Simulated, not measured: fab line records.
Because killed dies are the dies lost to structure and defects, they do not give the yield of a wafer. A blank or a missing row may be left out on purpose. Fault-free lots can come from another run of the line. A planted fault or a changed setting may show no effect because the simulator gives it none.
Problem report, 8D (eight disciplines) form, completed by code ; flow sky130 ; the parts of the form that need people (team, actions taken, sign-off) are left out

== 1. THE ISSUE ==
Wafers without a fault read 6500.1 W, standard deviation 1.1; cathode_dc_power_W at SKY_METAL2_SPUTTER_04 reads a mean of 7641.4 W on 3 wafers belonging to 2 lots. So: +99 or more standard deviations from the usual mean.
The step: material TiN, target thk 70 nm, time 58.3 s.
Earliest sighting: wafer L691.4 on pvd_sputter-01 at day 39 15:47. At this step, 36 wafers from 12 lots have a number in the record. The rule behind "out" and "out of limits": a value lying over 4 standard deviations away from the usual mean. Any other wafer with a number is counted as sound.

== 2. WHAT IT IS, AND WHAT IT ISN'T ==
question;is;is not
which readings at this step;cathode_dc_power_W;-
which lots;L691, L693;L673, L674, L676, L677, L680, L683, L684, L685, L687, L696
which wafers of those lots;L691.4, L691.5, L693.3;L691.1, L693.1, L693.6
read on which tools;pvd_sputter-01;pvd_sputter-02, pvd_sputter-03
when;from day 39 15:47;"up to then (28 sound wafers); but 5 sound wafers of L693, L696 came after"

== 3. WHAT RULES OUT EACH SUSPECT ==
Counting: any tool at a process step up to the reading remains a suspect provided it ran every lot that is out. Sound lots after the first of them don't rule it out here, since some wafers of a struck lot are sound.
- cvd_w-01 at SKY_VIA1_CVD_21 (deposits W, target thk 270 nm, time 80.902 s): kept. It ran every lot that is out, first L691 (day 39 15:02); its last sound lot up to then is L687 (day 38 10:46).
- pvd_sputter-01 at SKY_METAL2_SPUTTER_04 (material TiN, target thk 70 nm, time 58.3 s): kept. It ran every lot that is out, first L691 (day 39 15:47); its last sound lot up to then is L687 (day 38 11:26). On those wafers its own readings are out: cathode_dc_power_W.
Remaining after the count are cvd_w-01 at SKY_VIA1_CVD_21 and pvd_sputter-01 at SKY_METAL2_SPUTTER_04.

== 4. THE CAUSE (what the simulator had put in) ==
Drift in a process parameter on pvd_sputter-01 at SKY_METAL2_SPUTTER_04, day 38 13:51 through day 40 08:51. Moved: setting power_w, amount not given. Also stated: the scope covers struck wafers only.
2 suspects survive the count, and this tool is in that group.

== 5. SEQUENCE OF EFFECTS, ordered by route ==
Each row: a reading whose mean over the struck wafers that have a number lies more than 3 standard deviations from the usual. Only readings whose record carries a usual standard deviation are examined. hours: median over the lots of the time between each lot's start at the first step of this table that gives one and its start at this step. sigmas: the change, counted in usual standard deviations.
hours;step;reading;usual;on struck wafers;change;sigmas
0;SKY_METAL2_SPUTTER_04;cathode_dc_power_W;6500.1 W;7641.4;+1141.3;+99 or more
The process steps in it:
- SKY_METAL2_SPUTTER_04: material TiN, target thk 70 nm, time 58.3 s.

== 6. HOW IT WOULD HAVE BEEN CAUGHT EARLIER ==
First out-of-limits reading in this record: day 39 15:47, which is 26 hours after fault onset at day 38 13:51.
